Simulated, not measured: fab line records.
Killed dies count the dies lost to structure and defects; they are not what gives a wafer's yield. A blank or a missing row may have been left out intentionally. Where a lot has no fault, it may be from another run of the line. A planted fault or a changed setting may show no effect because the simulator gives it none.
2 desks looking at one fault + flow sky130 + each desk has only its own numbers; what lay behind them comes last

FROM THE METROLOGY DESK
Lot by lot, what the gauges showed, no matter which tool ran the lot: averages of those sampled wafers that carry a number. Marked OUT: a lot whose mean sits more than 4 standard deviations from the usual mean, which makes it out of limits; the brackets give that distance.
Columns: A = METAL1_ALCU_RS at SKY_METAL1_RS_MEAS_05, usual 0.1267 ohm/sq
| lot  | first seen here | A      |
|------|-----------------|--------|
| L324 | day 32 11:59    | 0.1277 |
| L325 | day 32 22:31    | 0.1292 |
| L326 | day 33 01:41    | 0.1267 |
| L327 | day 33 15:14    | 0.1250 |
| L328 | day 34 00:11    | 0.1264 |
| L331 | day 34 23:26    | 0.1255 |
| L334 | day 35 18:23    | 0.1239 |
| L337 | day 36 14:43    | 0.1264 |
| L340 | day 37 22:29    | 0.1265 |
| L342 | day 38 04:04    | 0.1273 |
| L345 | day 39 05:25    | 0.1287 |
| L347 | day 39 09:33    | 0.1267 |
Finding of this desk: none of the 12 lots has anything out of limits.

TOOL OWNER'S DESK, pvd sputter-04
The tool's own readings at SKY_METAL1_SPUTTER_01 (material TiN, target thk 20 nm, time 16.7 s): means of the sampled wafers that have a number, for each lot that ran on this tool. Marked OUT: a lot whose mean sits more than 4 standard deviations from the usual mean, which makes it out of limits; the brackets give that distance.
Columns: A = cathode dc power W at SKY_METAL1_SPUTTER_01, usual 6500.0 W; B = throttle valve pct at SKY_METAL1_SPUTTER_01, usual 29.8 %
| lot  | first seen here | A                        | B    |
|------|-----------------|--------------------------|------|
| L324 | day 32 11:51    | 6499.8                   | 29.0 |
| L327 | day 33 15:07    | 6499.6                   | 29.3 |
| L331 | day 34 23:17    | 7011.7 (+99 or more) OUT | 29.6 |
| L345 | day 39 05:17    | 6500.1                   | 29.3 |
| L347 | day 39 09:25    | 6499.7                   | 29.9 |
This desk's finding: out of limits on L331; first on L331, day 34 23:17 (cathode dc power W at SKY_METAL1_SPUTTER_01). L324, L327, L345, L347 stayed within limits.

TAKEN TOGETHER
The tool owner's desk could have raised an alarm at day 34 23:17, on L331.
Nothing out of limits was seen by the metrology desk.
The metrology desk holds a record of L331, inside its limits.
On pvd sputter-04, each named lot ran SKY_METAL1_SPUTTER_01.

WHAT THE SIMULATOR HAD PUT IN
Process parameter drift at SKY_METAL1_SPUTTER_01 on pvd sputter-04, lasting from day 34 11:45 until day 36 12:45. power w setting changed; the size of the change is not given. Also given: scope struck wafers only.
Shown lots that were struck: L331.
Time in hours from fault onset to the first out-of-limits reading at each desk: the tool owner's desk, 12.
